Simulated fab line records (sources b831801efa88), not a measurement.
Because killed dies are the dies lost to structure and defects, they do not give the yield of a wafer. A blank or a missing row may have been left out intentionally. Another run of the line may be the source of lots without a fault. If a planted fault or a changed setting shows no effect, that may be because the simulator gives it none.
What tool caused it? + flow gf180mcu + Sampling: 13 lots, 39 wafers, 4 of 602 route steps

== WHAT THE GAUGES SHOWED, per wafer ==
GF_PASSIVATION_BOW_MEAS_14.
| lot  | measured     | on            | PASSIVATION_BOW (um) |
|------|--------------|---------------|----------------------|
| L785 | day 29 09:59 | film_metro-03 | 122 126 144          |
| L788 | day 30 04:39 | film_metro-01 | 144 139 140          |
| L789 | day 30 16:31 | film_metro-03 | 143 147 153          |
| L791 | day 31 06:25 | film_metro-01 | 132 130 133          |
| L792 | day 31 07:53 | film_metro-01 | 151 135 150          |
| L793 | day 31 17:25 | film_metro-04 | 108 127 113          |
| L794 | day 31 23:34 | film_metro-03 | 140 126 141          |
| L795 | day 32 06:39 | film_metro-01 | 133 126 134          |
| L796 | day 32 09:26 | film_metro-03 | 151 127 130          |
| L804 | day 34 05:03 | film_metro-04 | 127 146 137          |
| L805 | day 34 11:11 | film_metro-04 | 116 113 127          |
| L806 | day 34 16:48 | film_metro-04 | 149 146 141          |
| L807 | day 35 03:44 | film_metro-04 | 167 160 145          |

== EACH LOT AND THE TOOL THAT RAN IT (in order: tool; ch and the chambers of the sampled wafers; start) ==
| lot  | GF_V1_CMP_04                  | GF_V5_ETCH_17                                 | GF_TOP_METAL_SPUTTER_01      |
|------|-------------------------------|-----------------------------------------------|------------------------------|
| L785 | cmp-02 ch 0,3, day 17 13:05   | rie_diel-04 ch 1,3, day 27 16:41 or earlier   | pvd_sputter-01, day 27 16:41 |
| L788 | cmp-02 ch 0,1,3, day 18 17:31 | rie_diel-04 ch 1,2, day 28 12:11 or earlier   | pvd_sputter-04, day 28 12:11 |
| L789 | cmp-01 ch 0,3, day 19 06:13   | rie_diel-03 ch 0,1,3, day 28 23:39 or earlier | pvd_sputter-03, day 28 23:39 |
| L791 | cmp-01 ch 0,1,2, day 19 22:34 | rie_diel-04 ch 0,1, day 29 15:06 or earlier   | pvd_sputter-03, day 29 15:06 |
| L792 | cmp-01 ch 1,2,3, day 20 03:02 | rie_diel-01 ch 1,3, day 29 15:21 or earlier   | pvd_sputter-01, day 29 15:21 |
| L793 | cmp-01 ch 0,2,3, day 20 15:22 | rie_diel-04 ch 1,2,3, day 30 03:25 or earlier | pvd_sputter-04, day 30 03:25 |
| L794 | cmp-01 ch 0,1,2, day 20 23:56 | rie_diel-04 ch 0,1,2, day 30 09:09 or earlier | pvd_sputter-01, day 30 09:09 |
| L795 | cmp-02 ch 0,3, day 21 07:34   | rie_diel-04 ch 0,2, day 30 16:43 or earlier   | pvd_sputter-04, day 30 16:43 |
| L796 | cmp-01 ch 0,3, day 21 15:22   | rie_diel-03 ch 1,2, day 30 20:27 or earlier   | pvd_sputter-04, day 30 20:27 |
| L804 | cmp-01 ch 0,2, day 24 05:04   | rie_diel-04 ch 0,3, day 32 18:35 or earlier   | pvd_sputter-04, day 32 18:35 |
| L805 | cmp-01 ch 0,1,2, day 24 13:02 | rie_diel-03 ch 0,1,2, day 33 01:53 or earlier | pvd_sputter-04, day 33 01:53 |
| L806 | cmp-02 ch 1,2,3, day 24 19:40 | rie_diel-03 ch 0,2, day 33 07:05 or earlier   | pvd_sputter-01, day 33 07:05 |
| L807 | cmp-01 ch 0,3, day 25 13:49   | rie_diel-04 ch 0,3, day 33 20:35 or earlier   | pvd_sputter-04, day 33 20:35 |
- GF_V1_CMP_04: polishes SiO2.
- GF_V5_ETCH_17: etches SiO2 in C4F8/O2/Ar, stops on TiN, target depth 855 nm.
- GF_TOP_METAL_SPUTTER_01: material TiN, target thk 30 nm, time 25 s.

== WHAT THE TOOLS THEMSELVES READ (means of the sampled wafers that have a number; where no wafer has one, the mark that the record gives instead) ==
GF_V1_CMP_04.
| lot  | tool   | motor_current_A (A) | time_to_endpoint_s (s) |
|------|--------|---------------------|------------------------|
| L785 | cmp-02 | 12.6                | 76                     |
| L788 | cmp-02 | 13.1                | 71                     |
| L789 | cmp-01 | 11.8                | 78                     |
| L791 | cmp-01 | 11.7                | 81                     |
| L792 | cmp-01 | 11.7                | 81                     |
| L793 | cmp-01 | 12.1                | 75                     |
| L794 | cmp-01 | 11.6                | 82                     |
| L795 | cmp-02 | 12.9                | 78                     |
| L796 | cmp-01 | 12.0                | 73                     |
| L804 | cmp-01 | 12.0                | 76                     |
| L805 | cmp-01 | 11.7                | 78                     |
| L806 | cmp-02 | 12.5                | 77                     |
| L807 | cmp-01 | 12.0                | 78                     |

GF_V5_ETCH_17.
| lot  | tool        | oes_product_au (a.u.) |
|------|-------------|-----------------------|
| L785 | rie_diel-04 | 0.859                 |
| L788 | rie_diel-04 | 0.857                 |
| L789 | rie_diel-03 | 0.864                 |
| L791 | rie_diel-04 | 0.860                 |
| L792 | rie_diel-01 | 0.858                 |
| L793 | rie_diel-04 | 0.857                 |
| L794 | rie_diel-04 | 0.855                 |
| L795 | rie_diel-04 | 0.862                 |
| L796 | rie_diel-03 | 0.859                 |
| L804 | rie_diel-04 | 0.860                 |
| L805 | rie_diel-03 | 0.861                 |
| L806 | rie_diel-03 | 0.855                 |
| L807 | rie_diel-04 | 0.859                 |

GF_TOP_METAL_SPUTTER_01.
| lot  | tool           | throttle_valve_pct (%) |
|------|----------------|------------------------|
| L785 | pvd_sputter-01 | 30.9                   |
| L788 | pvd_sputter-04 | 29.1                   |
| L789 | pvd_sputter-03 | 29.6                   |
| L791 | pvd_sputter-03 | 29.6                   |
| L792 | pvd_sputter-01 | 30.4                   |
| L793 | pvd_sputter-04 | 29.7                   |
| L794 | pvd_sputter-01 | 31.9                   |
| L795 | pvd_sputter-04 | 29.1                   |
| L796 | pvd_sputter-04 | 29.1                   |
| L804 | pvd_sputter-04 | 29.3                   |
| L805 | pvd_sputter-04 | 29.4                   |
| L806 | pvd_sputter-01 | 30.3                   |
| L807 | pvd_sputter-04 | 29.5                   |

== THE ANSWER, worked out from the rows above alone ==
Rule: what is usual is taken from the lots themselves. Put in order of their means at a reading, lots are off if they are a third of the lots or fewer, leave a main group of 4 or more, and stand apart from it by a gap of 3 or more times the standard deviation of the main group's means; of several such gaps the widest counts. The tables above print the reading to a certain number of digits; a main group whose means all agree to those digits is not used. A lot without any number at a reading at which 4 lots or more have one is off too. Any other lot the step has rows for is counted as sound. Order of review: gauges by route order, followed by the tools' own readings, for which a lot's mean as printed above is used. At the first step where some lot is off, the reading lying furthest off is the one used; lots without a number count as furthest.
None of the lots is off at any reading shown; this tells nothing.

== WHAT WAS PUT IN BY THE SIMULATOR ==
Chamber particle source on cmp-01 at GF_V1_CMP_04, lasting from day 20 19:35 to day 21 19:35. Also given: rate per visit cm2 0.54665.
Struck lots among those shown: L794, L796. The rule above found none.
